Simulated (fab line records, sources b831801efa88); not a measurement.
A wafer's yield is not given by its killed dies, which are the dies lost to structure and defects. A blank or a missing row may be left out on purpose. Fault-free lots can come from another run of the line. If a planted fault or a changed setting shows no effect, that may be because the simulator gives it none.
Which of the tools did it?	flow sky130	11 lots with 32 wafers sampled at 5 steps, on a route of 708 steps

WHAT EACH GAUGE READ, for each wafer
SKY_PASSIVATION_THK_MEAS_03.
lot	measured	on	PASSIVATION_CVD_02_THK (nm)
L119	day 44 07:23	film metro-03	530 535 534
L122	day 45 04:14	film metro-03	543 545 545
L121	day 45 06:26	film metro-02	537 533 539
L124	day 45 21:25	film metro-03	532 531 535
L125	day 46 01:21	film metro-03	537 539 543
L133	day 47 17:23	film metro-03	572 571
L135	day 48 05:37	film metro-03	561 575 567
L136	day 48 09:11	film metro-04	541 529 546
L138	day 48 18:43	film metro-03	544 541 548
L139	day 49 04:57	film metro-04	539 537 545
L140	day 49 14:44	film metro-03	535 547 544

EACH LOT AND THE TOOL THAT RAN IT (in order: tool; ch and the chambers of the sampled wafers; start)
lot	SKY_VIA3_SPUTTER_20	SKY_METAL4_DESCUM_15	SKY_METAL5_SPUTTER_00	SKY_PASSIVATION_CVD_02
L119	pvd sputter-04, day 40 06:31	rie metal-03 ch 1, day 42 06:43	pvd sputter-04, day 43 08:14	pecvd-03 ch 0,1,2, day 44 07:06
L122	pvd sputter-03, day 41 01:53	rie metal-01 ch 0, day 43 02:52	pvd sputter-04, day 44 04:53	pecvd-02 ch 0,2, day 45 03:59
L121	pvd sputter-01, day 41 06:45	rie metal-01 ch 0,1, day 43 06:11	pvd sputter-01, day 44 07:13	pecvd-01 ch 0,1, day 45 06:13
L124	pvd sputter-03, day 41 23:13	rie metal-01 ch 0,1, day 43 22:43	pvd sputter-03, day 44 23:19	pecvd-01 ch 1,2, day 45 21:10
L125	pvd sputter-04, day 42 02:43	rie metal-02 ch 0,1, day 44 02:31	pvd sputter-01, day 45 03:14	pecvd-02 ch 0,2, day 46 01:00
L133	pvd sputter-04, day 44 00:46	rie metal-01 ch 0,1, day 45 21:11	pvd sputter-03, day 46 20:40	pecvd-03 ch 0,2, day 47 17:14
L135	pvd sputter-03, day 44 12:16	rie metal-01 ch 0, day 46 08:40	pvd sputter-04, day 47 08:06	pecvd-03 ch 1, day 48 05:16
L136	pvd sputter-03, day 44 17:25	rie metal-02 ch 0,1, day 46 13:44	pvd sputter-01, day 47 12:25	pecvd-01 ch 0,2, day 48 08:58
L138	pvd sputter-04, day 45 04:56	rie metal-01 ch 0,1, day 46 23:46	pvd sputter-04, day 47 22:55	pecvd-01 ch 0,2, day 48 18:28
L139	pvd sputter-01, day 45 15:17	rie metal-02 ch 0,1, day 47 10:21	pvd sputter-01, day 48 09:25	pecvd-01 ch 1,2, day 49 04:42
L140	pvd sputter-01, day 46 04:55	rie metal-01 ch 0,1, day 47 22:20	pvd sputter-01, day 48 19:48	pecvd-01 ch 0,1, day 49 14:24
- SKY_VIA3_SPUTTER_20: material TiN, target thk 20 nm, time 80 s.
- SKY_METAL4_DESCUM_15: chemistry O2, time 8 s.
- SKY_METAL5_SPUTTER_00: material Ti, target thk 15 nm, time 10 s.
- SKY_PASSIVATION_CVD_02: deposits Si3N4, target thk 540 nm.

WHAT THE TOOLS THEMSELVES READ (means of the sampled wafers that have a number; where no wafer has one, the mark that the record gives instead)
SKY_VIA3_SPUTTER_20.
lot	tool	cathode dc power W (W)	throttle valve pct (%)
L119	pvd sputter-04	4000.1	31.1
L122	pvd sputter-03	4000.2	29.3
L121	pvd sputter-01	4000.3	29.5
L124	pvd sputter-03	3999.5	29.3
L125	pvd sputter-04	4000.2	31.1
L133	pvd sputter-04	3999.2	30.9
L135	pvd sputter-03	4000.1	29.5
L136	pvd sputter-03	4000.3	29.1
L138	pvd sputter-04	3999.9	31.4
L139	pvd sputter-01	4000.2	29.8
L140	pvd sputter-01	4000.6	29.8

SKY_METAL4_DESCUM_15.
lot	tool	drypump motor current A (A)	oes product au (a.u.)	temp c (C)
L119	rie metal-03	5.7	1.014	40.05
L122	rie metal-01	5.4	1.004	39.83
L121	rie metal-01	5.2	0.987	40.07
L124	rie metal-01	5.2	0.993	39.98
L125	rie metal-02	6.4	1.019	40.01
L133	rie metal-01	5.2	1.003	40.10
L135	rie metal-01	5.4	1.008	39.98
L136	rie metal-02	6.4	1.008	40.02
L138	rie metal-01	5.2	0.989	39.95
L139	rie metal-02	6.4	1.011	39.92
L140	rie metal-01	5.2	0.993	39.96

SKY_METAL5_SPUTTER_00.
lot	tool	cathode dc power W (W)	throttle valve pct (%)
L119	pvd sputter-04	2999.9	31.3
L122	pvd sputter-04	3000.9	32.1
L121	pvd sputter-01	2999.7	29.8
L124	pvd sputter-03	3000.0	29.3
L125	pvd sputter-01	2999.9	29.8
L133	pvd sputter-03	2999.3	29.2
L135	pvd sputter-04	3000.1	31.0
L136	pvd sputter-01	2999.6	29.6
L138	pvd sputter-04	2999.9	31.9
L139	pvd sputter-01	3000.5	29.3
L140	pvd sputter-01	3000.1	29.3

SKY_PASSIVATION_CVD_02.
lot	tool	heater power w (W)	rf fwd power W (W)
L119	pecvd-03	663	449.0
L122	pecvd-02	653	449.7
L121	pecvd-01	632	448.0
L124	pecvd-01	698	450.6
L125	pecvd-02	692	448.9
L133	pecvd-03	604	521.1
L135	pecvd-03	653	522.0
L136	pecvd-01	763	450.0
L138	pecvd-01	752	449.3
L139	pecvd-01	618	449.7
L140	pecvd-01	701	447.1

THE ANSWER, worked out from the rows above alone
Rule: the usual values come from the lots themselves. Put in order of their means at a reading, lots are off if they are a third of the lots or fewer, leave a main group of 4 or more, and stand apart from it by a gap of 3 or more times the standard deviation of the main group's means; of several such gaps the widest counts. A main group whose means are all the same, to the digits that the tables above print for the reading, isn't used. A lot without any number at a reading at which 4 lots or more have one is off too. Any other lot the step has rows for is counted as sound. First the gauges in route order, then the tools' own readings, where a lot's mean is used as printed above. The first step at which some lot is off is used, and at that step the reading that is off furthest; a lot without a number counts as furthest.
Off: at SKY_PASSIVATION_THK_MEAS_03 (PASSIVATION_CVD_02_THK), L133, L135. The main group has a mean of 539 nm with a standard deviation of 4.1.
If a tool, at a process step before that reading, ran all the lots that are off and no sound lot after the first of them, it fits. The gauges at SKY_PASSIVATION_THK_MEAS_03 aren't tried: what is off there is off at SKY_PASSIVATION_CVD_02 too, on other tools, and a gauge's error can't cause that. One fits: SKY_PASSIVATION_CVD_02 on pecvd-03. Its last sound lot is L119 (day 44 07:06), its first lot that is off L133 (day 47 17:14): a fault that began between those two fits.
On the lots that are off, the tool's own readings at SKY_PASSIVATION_CVD_02 differ by more than 5 times the standard deviation of the sound lots' means, which bears it out; rf fwd power W reads 521.5 W there versus 449.1 W on the sound lots.

WHAT THE SIMULATOR HAD INSERTED
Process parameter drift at SKY_PASSIVATION_CVD_02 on pecvd-03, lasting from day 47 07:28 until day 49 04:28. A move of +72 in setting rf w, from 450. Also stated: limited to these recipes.
Struck lots among those shown: L133, L135. The rule above reached the same finding.
